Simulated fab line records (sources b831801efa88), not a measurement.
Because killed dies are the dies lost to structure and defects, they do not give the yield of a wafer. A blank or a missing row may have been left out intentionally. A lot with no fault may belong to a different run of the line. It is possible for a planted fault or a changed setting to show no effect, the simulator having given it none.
Chamber matching	flow gf180mcu	4 sister chambers for GF_V4_CMP_26 on cmp-01
The step polishes, stops on SiO2, t overpolish 15 s, target thk 0 nm. 8 wafers are shown with their chamber, then 8 later ones without.

== WAFERS PAIRED WITH THEIR CHAMBERS ==
wafer	chamber	motor_current_A (A)	time_to_endpoint_s (s)
L077.1	1	9.5	84
L080.4	0	9.8	82
L082.3	1	9.4	81
L082.4	2	12.3	83
L089.1	0	10.5	88
L089.2	2	11.8	86
L089.4	3	9.3	89
L094.1	3	9.4	91

== WAFERS WHOSE CHAMBER IS MISSING ==
wafer	motor_current_A (A)	time_to_endpoint_s (s)
L094.3	9.6	80
L094.4	12.2	87
L096.1	11.6	93
L096.2	9.6	88
L096.4	9.4	92
L097.3	10.2	87
L097.5	9.8	86
L097.6	10.0	87

== EACH ONE'S CHAMBER ==
wafer	from the rows above	in truth
L094.3	can't be placed: 1 or 0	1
L094.4	2	2
L096.1	2	2
L096.2	can't be placed: 3 or 1 or 0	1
L096.4	3	3
L097.3	0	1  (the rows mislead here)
L097.5	can't be placed: 0 or 1 or 3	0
L097.6	can't be placed: 0 or 3 or 1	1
3 of 8 placed correctly. These rows do not allow placing 4 (true chamber among the candidates in 4). 1 placed wrongly.
How it was worked out, from the rows above alone: a wafer's distance from a chamber is the root of the sum, over the readings, of the square of ((its reading less the chamber's mean) divided by the reading's scatter). If the next closest chamber is less than 2 further off than the closest, the wafer can't be placed; otherwise it belongs to the closest. Each chamber's mean is taken over the wafers shown for it. The scatter: the root of (the sum of the squares of (reading less its chamber's mean) over the shown wafers, divided by (wafers less chambers)).
